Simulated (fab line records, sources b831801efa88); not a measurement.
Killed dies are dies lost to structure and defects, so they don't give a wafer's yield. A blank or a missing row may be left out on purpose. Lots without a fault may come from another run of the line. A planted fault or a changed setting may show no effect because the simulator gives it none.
fab line records | flow sky130
record lots=12 wafers=36 last_day=50
route steps=708 shown SONOS_ONO@169 GATE_OXIDE@201 POLY_GATE@230 PAD_OPEN@708
lots that met no fault: from a run of the same line without faults
start_h: hours from the record's first day to the start of the lot's first wafer shown | wait_h: hours since the lot's step before | " the same as in the row above | L1.1+2: a row that stands for several wafers | - no value, or no start given | * or withheld: withheld | < > ~ a bound
route shown NAME@n: a module of which the file shows steps, and the number in the route of the first | usual: mean/standard deviation of fault-free wafers | same: alike in all rows | chamber/n: place in a boat | sites: the reading at each site | _std_site: their standard deviation | _edge_site: outer sites' mean less inner sites' | radius_mm: how far each site lies from the wafer's centre | mask NAME#n: copy n | behind: the tool/chamber that last shaped the wafer | hold: why the lot was held/for how many hours/how that ended | device: the transistor (n, p or np) that didn't switch | end of line: the same wafers' tests at the end of the route | a step without rows: its recipe alone | killed: dies lost to structure and defects at the first sort, not the wafer's yield | map: a wafer's dies, x killed, . not, _ none there
set.NAME: the setting as run; set.NAME@STEP: as run at that earlier step | model.NAME: the simulator's own value behind a step, which no gauge read
steps of the route over a sample of lots; a table a step, a row a wafer
services: from which hour (start_h, from the record's first day; less than 0 if before it) a tool's chamber was out of use, for how many hours, and why
## steps
# step SKY_SONOS_ONO_THK_MEAS_01
# recipe reads=SiO2_of_SONOS_ONO_OXIDATION_00
# usual SONOS_ONO_OXIDATION_THK=2.59/0.056
# columns lot.wafer tool chamber start_h wait_h SONOS_ONO_OXIDATION_THK[nm]
L757.1 film_metro-02 - 255.76 0.0 2.52
L757.3 " - " " 2.51
L757.5 " - " " 2.49
L758.1 film_metro-01 - 263.68 0.0 2.61
L758.2 " - " " 2.64
L758.4 " - " " 2.62
L761.1 film_metro-02 - 291.26 0.0 2.66
L761.2 " - " " 2.57
L761.6 " - " " 2.65
L762.3 film_metro-01 - 305.16 0.0 2.65
L762.4 " - " " 2.60
L762.5 " - " " 2.55
L763.1 film_metro-03 - 309.13 0.0 2.57
L763.3 " - " " 2.53
L763.5 " - " " 2.61
L770.2 film_metro-01 - 364.79 0.0 2.62
L770.3 " - " " 2.63
L770.4 " - " " 2.62
L771.1 film_metro-03 - 372.38 0.0 2.66
L771.3 " - " " 2.54
L771.4 " - " " 2.60
L772.1 film_metro-02 - 379.21 0.0 2.67
L772.4 " - " " 2.67
L772.6 " - " " 2.63
L776.1 film_metro-02 - 417.05 0.0 2.52
L776.2 " - " " 2.54
L776.3 " - " " 2.52
L777.2 film_metro-03 - 423.46 0.0 2.58
L777.3 " - " " 2.69
L777.4 " - " " 2.61
L778.1 film_metro-03 - 432.43 0.0 2.59
L778.5 " - " " 2.52
L778.6 " - " " 2.55
L779.1 film_metro-03 - 442.05 0.0 2.56
L779.4 " - " " 2.59
L779.6 " - " " 2.66
# step SKY_GATE_OXIDE_TW_MEAS_14
# usual GATE_OXIDE_TW=221.3/2.2
# columns lot.wafer tool chamber start_h wait_h GATE_OXIDE_TW
L757.1 film_metro-04 - 311.22 0.1 219.9
L757.3 " - " " 220.7
L757.5 " - " " 220.8
L758.1 film_metro-04 - 320.81 0.1 220.2
L758.2 " - " " 218.6
L758.4 " - " " 220.0
L761.1 film_metro-02 - 350.63 0.1 222.2
L761.2 " - " " 224.1
L761.6 " - " " 223.6
L762.3 film_metro-04 - 365.70 0.1 217.9
L762.4 " - " " 220.4
L762.5 " - " " 218.4
L763.1 film_metro-04 - 371.24 0.1 218.7
L763.3 " - " " 218.1
L763.5 " - " " 218.7
L770.2 film_metro-04 - 428.03 0.1 219.9
L770.3 " - " " 220.7
L770.4 " - " " 220.7
L771.1 film_metro-02 - 438.17 0.1 226.1
L771.3 " - " " 224.1
L771.4 " - " " 226.2
L772.1 film_metro-01 - 443.62 0.1 220.0
L772.4 " - " " 219.7
L772.6 " - " " 219.0
L776.1 film_metro-02 - 482.82 0.1 223.6
L776.2 " - " " 224.0
L776.3 " - " " 224.6
L777.2 film_metro-01 - 490.30 0.1 221.7
L777.3 " - " " 220.7
L777.4 " - " " 219.8
L778.1 film_metro-04 - 501.67 0.1 220.2
L778.5 " - " " 220.9
L778.6 " - " " 221.2
L779.1 film_metro-04 - 508.81 0.1 219.5
L779.4 " - " " 221.6
L779.6 " - " " 220.0
# step SKY_POLY_GATE_ETCH_16
# recipe stop_on=poly-Si chemistry=CH3F/O2 target=Si3N4 source_w=400 bias_w=80 pressure_mtorr=25 ch3f_flow_sccm=40 O2_flow_sccm=30 time_s=147.5 target_depth_a=750
# usual bias_w=80.01/0.24 drypump_motor_current_A=5.6/0.41 oes_product_au=0.641/0.005 throttle_valve_pct=10.535/0.009
# columns lot.wafer tool chamber start_h wait_h bias_w drypump_motor_current_A oes_product_au rf_hours_counter_h throttle_valve_pct
L757.1 rie_diel-01 1 374.41 0.0 79.65 5.5 0.637 3 10.516
L757.3 " 0 " " 80.09 5.0 0.642 3 10.543
L757.5 " 2 " " 79.85 5.8 0.641 - 10.537
L758.1 rie_diel-01 2 384.62 0.0 80.34 5.8 0.642 1 10.532
L758.2 " 3 " " 80.36 5.5 0.634 57 10.539
L758.4 " 1 " " 80.06 5.5 0.636 3 10.524
L761.1 rie_diel-01 0 415.11 0.0 104.64 5.0 0.640 3 10.530
L761.2 " 3 " " 104.68 5.5 0.634 58 10.539
L761.6 " 3 " " 104.76 5.5 0.639 - 10.533
L762.3 rie_diel-01 3 431.31 0.0 104.81 5.5 0.648 58 10.536
L762.4 " 2 " " 104.61 5.8 0.643 2 10.526
L762.5 " 3 " " 104.55 5.5 0.642 - 10.551
L763.1 rie_diel-04 0 437.72 0.0 79.84 5.1 0.643 62 10.543
L763.3 " 2 " " 80.08 5.2 0.640 10 10.538
L763.5 " 1 " " 80.32 6.2 0.635 - 10.532
L770.2 rie_diel-02 0 494.91 0.0 79.91 5.7 0.642 28 10.517
L770.3 " 1 " " 79.75 5.8 0.640 70 10.545
L770.4 " 2 " " 80.18 6.3 0.638 - 10.537
L771.1 rie_diel-04 0 508.32 0.0 80.00 5.1 0.643 64 10.541
L771.3 " 3 " " 80.30 5.1 0.650 11 10.539
L771.4 " 2 " " 80.00 5.2 0.634 11 10.542
L772.1 rie_diel-02 1 512.11 0.0 79.99 5.8 0.649 71 10.525
L772.4 " 3 " " 80.11 5.4 0.642 30 10.531
L772.6 " 0 " " 80.12 5.7 0.645 - 10.535
L776.1 rie_diel-01 0 546.61 0.0 79.70 5.0 0.637 6 10.538
L776.2 " 1 " " 79.61 5.5 0.635 6 10.543
L776.3 " 2 " " 80.22 5.8 0.637 4 10.539
L777.2 rie_diel-01 3 556.38 0.0 80.11 5.5 0.645 61 10.540
L777.3 " 1 " " 79.69 5.5 0.640 6 10.529
L777.4 " 2 " " 79.68 5.8 0.646 4 10.558
L778.1 rie_diel-02 2 565.27 0.0 79.87 6.2 0.641 42 10.525
L778.5 " 2 " " 80.20 6.2 0.638 - 10.524
L778.6 " 3 " " 80.25 5.3 0.639 - 10.541
L779.1 rie_diel-02 3 573.36 0.0 80.40 5.3 0.635 32 10.526
L779.4 " 2 " " 79.92 6.2 0.642 43 10.529
L779.6 " 1 " " 79.66 5.9 0.643 - 10.531
# step SKY_POLY_GATE_STRIP_18
# recipe chemistry=O2/N2 power_w=1400 pressure_mtorr=1500 platen_temp_c=withheld o2_flow_sccm=3000 n2_flow_sccm=300 overash_fraction=0.5
# usual drypump_motor_current_A=5.9/0.52 oes_product_au=0.360/0.0051 strip_time_to_endpoint_s=3.14/0.058
# columns lot.wafer tool chamber start_h wait_h drypump_motor_current_A oes_product_au rf_hours_counter_h strip_time_to_endpoint_s
L757.1 plasma_asher-02 1 374.56 0.0 5.8 0.369 23 3.19
L757.3 " 1 " " 5.9 0.359 - 3.12
L757.5 " 1 " " 5.9 0.354 - 3.15
L758.1 plasma_asher-03 1 384.78 0.0 5.3 0.362 67 3.19
L758.2 " 0 " " 5.8 0.365 67 3.16
L758.4 " 1 " " 5.3 0.362 - 3.21
L761.1 plasma_asher-04 0 415.27 0.0 6.8 0.355 61 2.96
L761.2 " 1 " " 5.3 0.356 61 2.98
L761.6 " 0 " " 6.8 0.354 - 2.97
L762.3 plasma_asher-03 0 431.50 0.1 5.8 0.349 - 3.00
L762.4 " 1 " " 5.3 0.355 - 2.99
L762.5 " 1 " " 5.4 0.350 - 3.02
L763.1 plasma_asher-02 0 437.88 0.0 6.3 0.359 29 3.07
L763.3 " 0 " " 6.3 0.368 - 3.07
L763.5 " 1 " " 5.8 0.363 - 3.17
L770.2 plasma_asher-03 1 495.07 0.0 5.3 0.360 78 3.26
L770.3 " 0 " " 5.8 0.360 - 3.11
L770.4 " 1 " " 5.3 0.356 - 3.11
L771.1 plasma_asher-03 1 508.48 0.0 5.3 0.364 80 3.08
L771.3 " 0 " " 5.8 0.355 - 3.15
L771.4 " 1 " " 5.3 0.354 - 3.11
L772.1 plasma_asher-02 1 512.27 0.0 5.8 0.358 37 3.17
L772.4 " 0 " " 6.3 0.360 - 3.14
L772.6 " 1 " " 5.9 0.355 - 3.29
L776.1 plasma_asher-03 1 546.77 0.0 5.3 0.363 83 3.14
L776.2 " 0 " " 5.8 0.363 83 3.23
L776.3 " 1 " " 5.3 0.365 - 3.19
L777.2 plasma_asher-02 0 556.53 0.0 6.3 0.356 41 3.13
L777.3 " 0 " " 6.3 0.365 - 3.22
L777.4 " 1 " " 5.9 0.368 - 3.16
L778.1 plasma_asher-04 1 565.43 0.0 5.3 0.358 76 3.08
L778.5 " 0 " " 6.8 0.355 - 3.11
L778.6 " 1 " " 5.3 0.356 - 3.13
L779.1 plasma_asher-02 1 573.52 0.0 5.8 0.363 43 3.14
L779.4 " 1 " " 5.8 0.351 - 3.12
L779.6 " 1 " " 5.9 0.371 - 3.16
# step SKY_POLY_GATE_THK_MEAS_21
# recipe reads=SiO2_of_POLY_GATE_OXIDATION_20
# usual POLY_GATE_OXIDATION_THK=4.00/0.079
# columns lot.wafer tool chamber start_h wait_h POLY_GATE_OXIDATION_THK[nm]
L757.1 film_metro-03 - 376.47 0.0 3.93
L757.3 " - " " 4.01
L757.5 " - " " 4.02
L758.1 film_metro-01 - 387.31 0.0 4.10
L758.2 " - " " 3.92
L758.4 " - " " 3.99
L761.1 film_metro-04 - 418.30 0.0 3.93
L761.2 " - " " 4.00
L761.6 " - " " 3.87
L762.3 film_metro-01 - 434.30 0.0 4.05
L762.4 " - " " 4.06
L762.5 " - " " 4.00
L763.1 film_metro-01 - 439.34 0.0 3.91
L763.3 " - " " 3.90
L763.5 " - " " 3.85
L770.2 film_metro-03 - 496.93 0.0 4.07
L770.3 " - " " 4.13
L770.4 " - " " 4.05
L771.1 film_metro-03 - 509.88 0.0 4.16
L771.3 " - " " 4.09
L771.4 " - " " 4.07
L772.1 film_metro-01 - 514.46 0.0 3.97
L772.4 " - " " 3.90
L772.6 " - " " 3.95
L776.1 film_metro-04 - 548.17 0.0 4.03
L776.2 " - " " 4.02
L776.3 " - " " 3.99
L777.2 film_metro-04 - 558.42 0.0 4.03
L777.3 " - " " 4.03
L777.4 " - " " 4.08
L778.1 film_metro-04 - 566.83 0.0 4.00
L778.5 " - " " 4.08
L778.6 " - " " 3.97
L779.1 film_metro-04 - 574.97 0.0 4.07
L779.4 " - " " 4.06
L779.6 " - " " 3.99
# step SKY_PAD_OPEN_PROBE_99
# usual killed_at_M0_to_M3=43/6.6 killed_at_M4_up=3.2/1.9 killed_at_contacts=25/5.3 killed_at_front_end=16/4.5 killed_at_other=0.3/0.63 killed_dies=87/8.9 killed_open=48/7.9 killed_short=39/5.3
# same gross_dies=492 killed_at_back_side=0
# columns lot.wafer tool chamber start_h wait_h killed_at_M0_to_M3 killed_at_M4_up killed_at_contacts killed_at_front_end killed_at_other killed_dies killed_open killed_short
L757.1 prober-02 - 1077.04 0.1 39 6 26 14 0 85 36 49
L757.3 prober-02 - 1077.14 0.2 46 1 31 13 0 91 45 46
L757.5 prober-02 - 1077.24 0.2 47 4 21 8 0 80 40 40
# killed by level:class
L757.1 CONTACT:geometric_particle:open=10 VIA1:geometric_particle:open=9 METAL2:geometric_particle:short=8 LOCAL_INTERCONNECT:geometric_particle:short=7 METAL4:geometric_particle:short=6 VIA2:geometric_particle:open=5 FIELD_ISO:geometric_particle:short=4 POLY_GATE:geometric_particle:short=4
L757.3 CONTACT:geometric_particle:open=10 METAL1:geometric_particle:short=9 VIA1:geometric_particle:open=9 LI_CONTACT:geometric_particle:open=6 LOCAL_INTERCONNECT:geometric_particle:short=6 METAL2:geometric_particle:short=6 VIA2:geometric_particle:open=6 VIA3:geometric_particle:open=6
L757.5 VIA1:geometric_particle:open=8 VIA2:geometric_particle:open=8 METAL2:geometric_particle:short=8 METAL1:geometric_particle:short=7 LOCAL_INTERCONNECT:geometric_particle:short=6 CONTACT:geometric_particle:open=6 POLY_GATE:geometric_particle:short=5 VIA3:geometric_particle:open=5
## services
# columns tool chamber start_h hours kind
plasma_asher-02 - 354.59 2.8 pm
rie_diel-02 1 362.59 8.5 repair
rie_diel-01 - 362.92 0.9 repair
plasma_asher-03 - 366.31 15.6 pm
rie_diel-04 0 391.93 23.5 repair
rie_diel-01 2 396.11 4.6 repair
rie_diel-01 2 415.26 14.7 repair
plasma_asher-02 - 419.64 7.3 repair
rie_diel-04 0 420.48 13.2 repair
rie_diel-02 3 427.07 5.1 repair
rie_diel-04 1 442.87 7.0 repair
plasma_asher-03 - 452.97 1.3 repair
rie_diel-01 1 459.15 9.1 repair
plasma_asher-02 - 459.94 0.8 repair
plasma_asher-02 - 468.12 1.2 repair
plasma_asher-04 - 472.09 0.7 repair
rie_diel-02 0 479.63 3.1 repair
rie_diel-02 3 493.45 3.9 repair
rie_diel-01 - 523.76 2.8 pm
rie_diel-01 1 541.18 2.8 repair
plasma_asher-03 - 554.76 0.6 repair
rie_diel-02 - 556.21 0.4 repair
plasma_asher-02 - 557.85 1.2 repair
rie_diel-01 3 560.03 13.5 repair
## key
first_sign step=SKY_POLY_GATE_ETCH_16 reading=bias_w direction=up sigmas=99+ usual=80.01 struck=104.68
effect step=SKY_POLY_GATE_STRIP_18 reading=strip_time_to_endpoint_s direction=down sigmas=2.7 usual=* struck=*
met_at SKY_POLY_GATE_ETCH_16
struck_lots L761,L762
tester_left_out L761,L762
not_acting_at SKY_SONOS_ONO_THK_MEAS_01,SKY_GATE_OXIDE_TW_MEAS_14,SKY_POLY_GATE_THK_MEAS_21
onset_between 384.62 415.11
fault kind=process_parameter_drift tool=rie_diel-01 chamber=- onset_h=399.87 steps=SKY_POLY_GATE_ETCH_16 channel=bias_w offset=24.883 shape=step end_h=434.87 acts_in=these_recipes_only stated=80
# tester_left_out: of these lots the tester's yield and bins aren't shown, on N5 and GAA mostly nor the transistor test; their killed dies are dies lost to structure and defects alone, not to doping, threshold or leakage, so they don't give the yield
